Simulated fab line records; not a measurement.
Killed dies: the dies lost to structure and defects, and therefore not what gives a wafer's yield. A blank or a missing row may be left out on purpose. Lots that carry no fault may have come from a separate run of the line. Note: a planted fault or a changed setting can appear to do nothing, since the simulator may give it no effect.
Which of the tools did it?    flow sky130    Sampling: 12 lots, 36 wafers, 4 of 708 route steps

== WHAT EACH GAUGE READ, for each wafer ==
SKY_VIA4_THK_MEAS_01. Usual: VIA4_HDPCVD_THK typically reads 1685 nm, with standard deviation 17.
lot   measured      on            VIA4_HDPCVD_THK (nm)  flag
L752  day 42 06:41  filmMetro-02  1675 1721 1714        
L754  day 42 12:04  filmMetro-01  1709 1699 1690        
L755  day 42 14:45  filmMetro-01  1689 1710 1675        
L758  day 43 12:58  filmMetro-01  1689 1657 1687        
L757  day 43 13:58  filmMetro-01  1690 1685 1685        
L759  day 43 18:22  filmMetro-03  1680 1703 1696        
L761  day 44 10:40  filmMetro-01  1652 1651 1686        
L762  day 44 18:37  filmMetro-01  1705 1699 1729        
L763  day 45 05:38  filmMetro-01  1673 1674 1687        
L765  day 45 16:12  filmMetro-03  1668 1691 1670        
L766  day 45 17:01  filmMetro-02  1685 1674 1673        
L769  day 46 10:07  filmMetro-01  1671 1693 1672        

SKY_PAD_OPEN_BOW_MEAS_13. Usual: PAD_OPEN_BOW typically reads 49 um, with standard deviation 9.8.
lot   measured      on            PAD_OPEN_BOW (um)  flag
L752  day 46 05:19  filmMetro-01  60 52 52           
L754  day 46 10:26  filmMetro-04  49 50 44           
L755  day 46 11:21  filmMetro-04  38 43 45           
L758  day 47 07:29  filmMetro-02  42 53 47           
L757  day 47 09:12  filmMetro-02  41 47 37           
L759  day 47 12:47  filmMetro-04  47 49 47           
L761  day 48 04:13  filmMetro-01  55 53 56           
L762  day 48 10:31  filmMetro-04  48 57 52           
L763  day 48 18:34  filmMetro-04  59 50 59           
L765  day 49 04:40  filmMetro-04  48 44 46           
L766  day 49 05:19  filmMetro-02  32 32 33           
L769  day 49 17:28  filmMetro-02  70 64 56           

== TOOL THAT RAN EACH LOT (tool first, then ch and the chambers of the sampled wafers, then the start) ==
lot   SKY_PASSIVATION_CVD_00           SKY_PASSIVATION_ETCH_11
L752  pecvd-02 ch 1,2, day 44 06:50    rieDiel-02 ch 0,1,2, day 45 05:43
L754  pecvd-03 ch 0,1,2, day 44 12:59  rieDiel-03 ch 0,1,3, day 45 11:05
L755  pecvd-02 ch 1,2, day 44 13:46    rieDiel-02 ch 0,1,2, day 45 11:54
L758  pecvd-02 ch 0,1, day 45 11:14    rieDiel-02 ch 2,3, day 46 08:47
L757  pecvd-01 ch 1,2, day 45 13:05    rieDiel-03 ch 0,2,3, day 46 10:38
L759  pecvd-01 ch 1,2, day 45 17:20    rieDiel-01 ch 1,2, day 46 14:09
L761  pecvd-01 ch 1,2, day 46 09:46    rieDiel-02 ch 0,3, day 47 06:16
L762  pecvd-01 ch 1,2, day 46 16:16    rieDiel-01 ch 2,3, day 47 12:22
L763  pecvd-03 ch 0,2, day 47 02:19    rieDiel-01 ch 0,1,3, day 47 21:49
L765  pecvd-03 ch 0,2, day 47 11:42    rieDiel-02 ch 2,3, day 48 07:31
L766  pecvd-01 ch 0,1, day 47 12:32    rieDiel-03 ch 1,2,3, day 48 08:32
L769  pecvd-01 ch 0,1, day 48 04:13    rieDiel-02 ch 1,3, day 48 22:14
- SKY_PASSIVATION_CVD_00: deposits SiO2, target thk 90 nm.
- SKY_PASSIVATION_ETCH_11: etches the open film in CF4/O2, stops on AlCu, target depth 725 nm, time 161.1 s.

== WHAT THE TOOLS THEMSELVES READ (means of the sampled wafers that have a number; where no wafer has one, the mark that the record gives instead) ==
SKY_PASSIVATION_CVD_00. Usual: heaterPowerW 670 W, standard deviation 120; rfFwdPowerW 589 W, standard deviation 3.1.
lot   tool      heaterPowerW (W)  rfFwdPowerW (W)  flag
L752  pecvd-02  684               590              
L754  pecvd-03  700               590              
L755  pecvd-02  683               590              
L758  pecvd-02  729               588              
L757  pecvd-01  569               586              
L759  pecvd-01  565               585              
L761  pecvd-01  546               587              
L762  pecvd-01  634               585              
L763  pecvd-03  862               593              
L765  pecvd-03  812               591              
L766  pecvd-01  499               592              
L769  pecvd-01  548               590              

SKY_PASSIVATION_ETCH_11. Usual: cf4FlowSccm 80.01 sccm, standard deviation 0.22; drypumpMotorCurrentA 5.8 A, standard deviation 0.47; oesProductAu 0.977 a.u., standard deviation 0.0065; rfFwdPowerW 796.4 W, standard deviation 2.5; runLengthS 189.6 s, standard deviation 0.6; throttleValvePct 5.965 %, standard deviation 0.0094.
lot   tool        cf4FlowSccm (sccm)  drypumpMotorCurrentA (A)  oesProductAu (a.u.)  rfFwdPowerW (W)  runLengthS (s)  throttleValvePct (%)  flag
L752  rieDiel-02  80.08               6.1                       0.975                797.1            189.6           5.961                 
L754  rieDiel-03  79.98               5.8                       0.974                795.7            189.7           5.964                 
L755  rieDiel-02  79.79               6.0                       0.980                797.3            189.6           5.965                 
L758  rieDiel-02  80.35               6.3                       0.975                794.7            190.4           5.966                 
L757  rieDiel-03  79.95               5.7                       0.976                796.6            189.8           5.958                 
L759  rieDiel-01  79.94               4.9                       0.979                796.7            189.7           5.967                 
L761  rieDiel-02  80.20               6.1                       0.975                795.1            190.0           5.967                 
L762  rieDiel-01  80.09               5.3                       0.982                794.6            189.4           5.960                 
L763  rieDiel-01  80.25               5.5                       0.973                794.4            189.3           5.972                 
L765  rieDiel-02  80.11               6.3                       0.978                795.7            190.0           5.970                 
L766  rieDiel-03  80.07               5.6                       0.977                793.5            189.5           5.962                 
L769  rieDiel-02  80.20               6.1                       0.988                796.8            187.4           5.975                 OFF

== THE ANSWER, worked out from the rows above alone ==
Rule: a lot is off if the mean of its wafers that have a number lies more than 3 standard deviations from the usual mean. Also off: a lot with no number at a reading for which 4 or more lots have one. Where the step has rows for the other lots, those lots are counted as sound. First the gauges in route order, then the tools' own readings, where a lot's mean is used as printed above. The first step at which some lot is off is used, and at that step the reading that is off furthest; a lot without a number counts as furthest.
Off: L769, at SKY_PASSIVATION_ETCH_11 (runLengthS).
A tool fits if, at that step or a process step before it, it ran every lot that is off, and no sound lot after the first of them. 2 tools fit, pecvd-01 at SKY_PASSIVATION_CVD_00 and rieDiel-02 at SKY_PASSIVATION_ETCH_11, so this cannot tell which one it is.

== WHAT WAS PUT IN BY THE SIMULATOR ==
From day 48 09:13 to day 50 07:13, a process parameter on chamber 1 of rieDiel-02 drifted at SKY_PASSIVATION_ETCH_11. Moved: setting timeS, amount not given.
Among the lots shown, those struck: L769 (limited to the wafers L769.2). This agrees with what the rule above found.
